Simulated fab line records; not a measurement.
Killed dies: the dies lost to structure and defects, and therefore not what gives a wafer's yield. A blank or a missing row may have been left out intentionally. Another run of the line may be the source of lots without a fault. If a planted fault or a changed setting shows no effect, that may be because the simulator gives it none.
A struck lot beside a sound one    flow sky130    18 steps out of a route of 708
Sound: wafers L537.2, L537.4, L537.5. The struck wafers were L526.4, L526.6. Last of all comes the cause.
At each step with rows: each side's tool, then ch and its chambers, then its first start. Under that, the readings that differ: sound wafers    struck wafers    difference of the means    sigmas: that difference in standard deviations of wafers without a fault.
alike: readings with means less than 2 such deviations apart, plus words and numbers identical on both sides. not compared: withheld readings, readings lacking a value on some wafer, bounds such as >300 that could conceal the same value, and numbers that have no deviation in the record and whose values overlap.
The two part at a step that has a row with sigmas, a row that says differs or no value, or rows on one side only. When numbers do not overlap yet have no deviation, they are printed without sigmas and do not part them. A reading that every wafer of one side lacks parts them only if that side has two wafers or more.

first, 6 steps without rows for these wafers: SKY_RES_XHIGH_COAT_02 (resist thk 1140 nm); SKY_RES_XHIGH_SOFTBAKE_03 (time 60 s); SKY_RES_XHIGH_EXPOSE_04 (exposes mask URPM, target cd 1270 nm); SKY_RES_XHIGH_PEB_05; SKY_RES_XHIGH_DEVELOP_06 (develop time 60 s); SKY_RES_XHIGH_IMPLANT_07.
SKY_RES_XHIGH_STRIP_08: strips in O2/N2.
  sound on plasmaAsher-03 ch 0,1, day 33 09:22; struck on plasmaAsher-02 ch 1, day 29 20:30
reading                   sound        struck   difference  sigmas
drypumpMotorCurrentA (A)  6.1 5.4 6.1  4.8 4.7  -1.1        -2
  alike: oesProductAu, stripTimeToEndpointS
  not compared: rfHoursCounterH
SKY_RES_XHIGH_TW_MEAS_09:
  sound on filmMetro-03, day 33 09:28; struck on filmMetro-03, day 29 20:35
  alike: RES_XHIGH_TW
then, 4 steps without rows for these wafers: SKY_SD_N_DEHYDRATE_00 (time 60 s); SKY_SD_N_HMDS_01 (prime time 60 s); SKY_SD_N_COAT_02 (resist thk 1140 nm); SKY_SD_N_SOFTBAKE_03 (time 60 s).
SKY_SD_N_EXPOSE_04: exposes mask NSDM, target cd 380 nm.
  sound on ilineStepper-02 ch 0, day 33 22:38; struck on ilineStepper-01 ch 0, day 30 10:47
  alike: mask, stageVelMmS
then, 2 steps without rows for these wafers: SKY_SD_N_PEB_05; SKY_SD_N_DEVELOP_06 (develop time 60 s).
SKY_SD_N_CD_MEAS_07 targets a cd of 380 nm.
  sound on cdSem-02, day 34 10:46; struck on cdSem-01, day 31 00:10
reading    sound              struck       difference  sigmas
cdNm (nm)  378.2 378.4 374.7  344.8 347.0  -31.2       -11
SKY_SD_N_OVL_MEAS_08:
  sound on overlay-01, day 34 10:52; struck on overlay-02, day 31 00:14
  alike: SD_N_OVL
-- here the record skips 17 days between the struck wafers' starts before and after, leaving off in module SD_N and picking up in module PAD_OPEN (first step shown: number 708 of the route) --
SKY_PAD_OPEN_PROBE_99:
  sound on prober-01, day 50 09:52; struck on prober-02, day 48 02:18
reading     sound     struck  difference  sigmas
killedDies  67 71 83  108 90  +25         +3
killedOpen  40 32 42  58 48   +15         +2
  alike: killed_at_M0_to_M3, killed_at_M4_up, killedAtContacts, killedAtFrontEnd, killedAtOther, killedShort

== WHERE THEY PART ==
Last at SKY_PAD_OPEN_PROBE_99 as far as this record goes, first at SKY_RES_XHIGH_STRIP_08.

WHY: whatever the simulator had introduced
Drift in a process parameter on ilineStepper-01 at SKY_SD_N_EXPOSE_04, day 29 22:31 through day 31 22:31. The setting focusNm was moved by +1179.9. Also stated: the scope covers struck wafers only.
